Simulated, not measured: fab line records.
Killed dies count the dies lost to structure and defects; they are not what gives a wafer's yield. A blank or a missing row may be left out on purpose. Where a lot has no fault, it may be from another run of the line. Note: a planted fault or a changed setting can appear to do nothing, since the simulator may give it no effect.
Struck lot and sound lot, side by side / flow sky130 / 15 steps out of a route of 708
Sound: wafers L609.1, L609.4, L609.5. The struck wafers were L617.2, L617.3, L617.6. The cause comes at the end.
Order at every step that has rows: each side's tool, ch and its chambers, its first start. Under that, the readings that differ: sound wafers / struck wafers / difference of the means / sigmas: that difference in standard deviations of wafers without a fault.
alike: a reading whose means differ by less than 2 such deviations, as well as words and numbers matching on both sides. not compared: withheld readings; readings where some wafer has no value; bounds like >300 that might hide an equal value; numbers whose values overlap and for which the record gives no deviation.
Wherever a step has rows on one side only, a row that says differs or no value, or a row with sigmas, the two part there. Non-overlapping numbers with no deviation appear without sigmas and do not part them. Lack of a reading on every wafer of one side parts them only where that side has two or more wafers.

first, 1 step without rows for these wafers: SKY_SONOS_ONO_WET_ETCH_16 (etches SiO2 in dHF, target depth 14 nm, time 280 s).
SKY_SONOS_ONO_STRIP_17: strips in O2/N2.
  sound on plasma asher-03 ch 0,1, day 16 10:02; struck on plasma asher-03 ch 0, day 19 08:13
  alike: drypump motor current A, oes product au, strip time to endpoint s
  not compared: rf hours counter h
then, 3 steps without rows for these wafers: SKY_SONOS_ONO_WET_ETCH_18 (etches Si3N4 in H3PO4, target depth 15 nm, time 172 s); SKY_GATE_OXIDE_CLEAN_00 (cleans in SC1/SC2, time 150 s); SKY_GATE_OXIDE_OXIDATION_01 (stabilise 600 s, purge 300 s, target thk 10.268 nm).
SKY_GATE_OXIDE_THK_MEAS_02:
  sound on film metro-01, day 16 12:26; struck on film metro-02, day 19 09:50
  alike: GATE_OXIDE_OXIDATION_00_THK
then, 6 steps without rows for these wafers: SKY_GATE_OXIDE_DEHYDRATE_03 (time 60 s); SKY_GATE_OXIDE_HMDS_04 (prime time 60 s); SKY_GATE_OXIDE_COAT_05 (resist thk 1140 nm); SKY_GATE_OXIDE_SOFTBAKE_06 (time 60 s); SKY_GATE_OXIDE_EXPOSE_07 (exposes mask LVOM, target cd 600 nm); SKY_GATE_OXIDE_PEB_08.
SKY_GATE_OXIDE_DEVELOP_09: develop time 60 s.
  sound on litho track-01 ch 0, day 17 16:50; struck on litho track-04 ch 0, day 20 16:28
reading=developer temp C (C); sound=23.04 23.06 22.97; struck=22.24 22.13 22.34; difference=-0.79; sigmas=-8
SKY_GATE_OXIDE_OVL_MEAS_10:
  sound on overlay-02, day 17 16:59; struck on overlay-01, day 20 16:35
  alike: GATE_OXIDE_OVL
-- the record jumps here: 29 days lie between the struck wafers' starts before and after (it left off in module GATE_OXIDE and takes up again in module PAD_OPEN, whose first step shown is number 708 of the route) --
SKY_PAD_OPEN_PROBE_99:
  sound on prober-02, day 48 10:27; struck on prober-02, day 50 02:49
reading=killed at contacts; sound=33 24 36; struck=19 23 20; difference=-10; sigmas=-2
  alike: killed_at_M0_to_M3, killed_at_M4_up, killed at front end, killed at other, killed dies, killed open, killed short

== WHERE THEY PART ==
Earliest at SKY_GATE_OXIDE_DEVELOP_09; latest, in this record, at SKY_PAD_OPEN_PROBE_99.

WHY: whatever the simulator had introduced
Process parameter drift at SKY_GATE_OXIDE_DEVELOP_09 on litho track-04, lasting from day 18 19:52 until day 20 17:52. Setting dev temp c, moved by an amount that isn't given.
